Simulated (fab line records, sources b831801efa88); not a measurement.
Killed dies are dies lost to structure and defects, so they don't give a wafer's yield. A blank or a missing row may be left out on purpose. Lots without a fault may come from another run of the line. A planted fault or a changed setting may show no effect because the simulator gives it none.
Chamber matching | flow sky130 | SKY_CONTACT_CMP_04 on cmp-01: 4 sister chambers
The step polishes SiO2. 8 wafers are shown with their chamber, then 7 later ones without.

WAFERS WITH THEIR CHAMBER
wafer  | chamber | motor_current_A (A) | slurry_filter_dp_kPa (kPa)
L218.2 | 3       | 11.6                | 13.58
L218.6 | 3       | 11.4                | 13.80
L222.4 | 2       | 11.9                | 13.53
L223.1 | 0       | 9.6                 | 13.47
L223.5 | 2       | 11.6                | 13.27
L223.6 | 1       | 14.3                | 13.11
L226.1 | 0       | 10.3                | 13.38
L226.4 | 1       | 13.9                | 13.68

WAFERS WITHOUT THEIR CHAMBER
wafer  | motor_current_A (A) | slurry_filter_dp_kPa (kPa)
L226.6 | 9.7                 | 13.61
L228.2 | 10.2                | 13.46
L228.5 | 11.6                | 13.69
L228.6 | 12.0                | 13.71
L230.2 | 12.5                | 13.55
L230.3 | 9.9                 | 13.69
L230.6 | 10.0                | 13.47

WHICH CHAMBER EACH WENT THROUGH
wafer  | from the rows above     | in truth
L226.6 | 0                       | 0
L228.2 | 0                       | 0
L228.5 | can't be placed: 3 or 2 | 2
L228.6 | can't be placed: 2 or 3 | 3
L230.2 | can't be placed: 2 or 3 | 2
L230.3 | 0                       | 0
L230.6 | 0                       | 0
Placed correctly: 4 of 7. Can't be placed from these rows: 3 (the true chamber is among the candidates in 3). Placed wrongly: 0.
How it was worked out, from the rows above alone: a wafer's distance from a chamber is the root of the sum, over the readings, of the square of ((its reading less the chamber's mean) divided by the reading's scatter). The wafer belongs to the nearest chamber; if the next one is less than 2 further off, it can't be placed. A chamber's mean is the mean of its shown wafers. The scatter: the root of (the sum of the squares of (reading less its chamber's mean) over the shown wafers, divided by (wafers less chambers)).
